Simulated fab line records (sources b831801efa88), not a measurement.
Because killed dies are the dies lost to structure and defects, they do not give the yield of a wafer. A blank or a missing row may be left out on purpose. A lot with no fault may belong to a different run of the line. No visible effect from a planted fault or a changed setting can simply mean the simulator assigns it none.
8D (eight disciplines) problem report, filled in by code    flow sfq-line    the parts of the form that need people (team, actions taken, sign-off) are left out

== 1. PROBLEM STATEMENT ==
Mean of heater-power-total-W at SFQ_TRILAYER_L0_LITHO_PEB_008: 78.34 W across 6 wafers in 2 lots; on wafers with no fault it is 79.15 W (standard deviation 0.067). That puts it -12 standard deviations away from the usual mean.
The step: peb time 60 s.
First observed at day 7 05:28: wafer L595.3, on litho-track-02. At this step, 42 wafers from 14 lots have a number in the record. By rule, "out" or "out of limits" means more than 4 standard deviations away from the usual mean. Any other wafer with a number is counted as sound.

== 2. WHAT IT IS; WHAT IT IS NOT ==
question                     is                                  is not
which readings at this step  heater-power-total-W, plate-temp-C  -
which lots                   L595, L598                          L588, L589, L590, L593, L599, L602, L604, L605, L606, L608, L610, L611
which wafers of those lots   all that have a number              -
read on which tools          litho-track-02                      litho-track-01, litho-track-04
when                         from day 7 05:28                    up to then (12 sound wafers); but 24 sound wafers of L599, L602, L604, L605, L606, L608, L610, L611 came after

== 3. WHAT RULES OUT EACH SUSPECT ==
Counting: a tool at any process step up to the reading remains a suspect when it ran all the lots that are out and ran no sound lot after the first of those.
- litho-track-02 at SFQ_TRILAYER_L0_LITHO_PEB_008 (peb time 60 s): ruled out as a lasting fault. The sound lots L610, L611 went through it after L595, its earliest lot that is out (day 7 05:28).
Left after counting: nothing in the record.

== 4. THE CAUSE (what the simulator had put in) ==
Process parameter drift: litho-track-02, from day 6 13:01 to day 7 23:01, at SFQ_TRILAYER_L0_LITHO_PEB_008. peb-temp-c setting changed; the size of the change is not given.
Counting ruled it out, wrongly.

== 5. SEQUENCE OF EFFECTS, ordered by route ==
One row per reading whose mean, taken over the struck wafers that have a number, lies over 3 standard deviations from the usual. Readings are gone through only where the record gives a usual standard deviation; hours: the median, over the lots, of the time from a lot's start at the first step in this table giving one to that lot's start at this step; sigmas: the change measured in usual standard deviations.
hours  step                           reading               usual     on struck wafers  change  sigmas
0      SFQ_TRILAYER_L0_LITHO_PEB_008  heater-power-total-W  79.15 W   78.34             -0.81   -12
0      SFQ_TRILAYER_L0_LITHO_PEB_008  plate-temp-C          115.02 C  114.02            -1.00   -7.1
Process steps it contains:
- SFQ_TRILAYER_L0_LITHO_PEB_008: peb time 60 s.

== 6. WHAT WOULD HAVE CAUGHT IT SOONER ==
In this record no reading fell out of limits until day 7 05:28, 16 hours after the fault had begun at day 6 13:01.
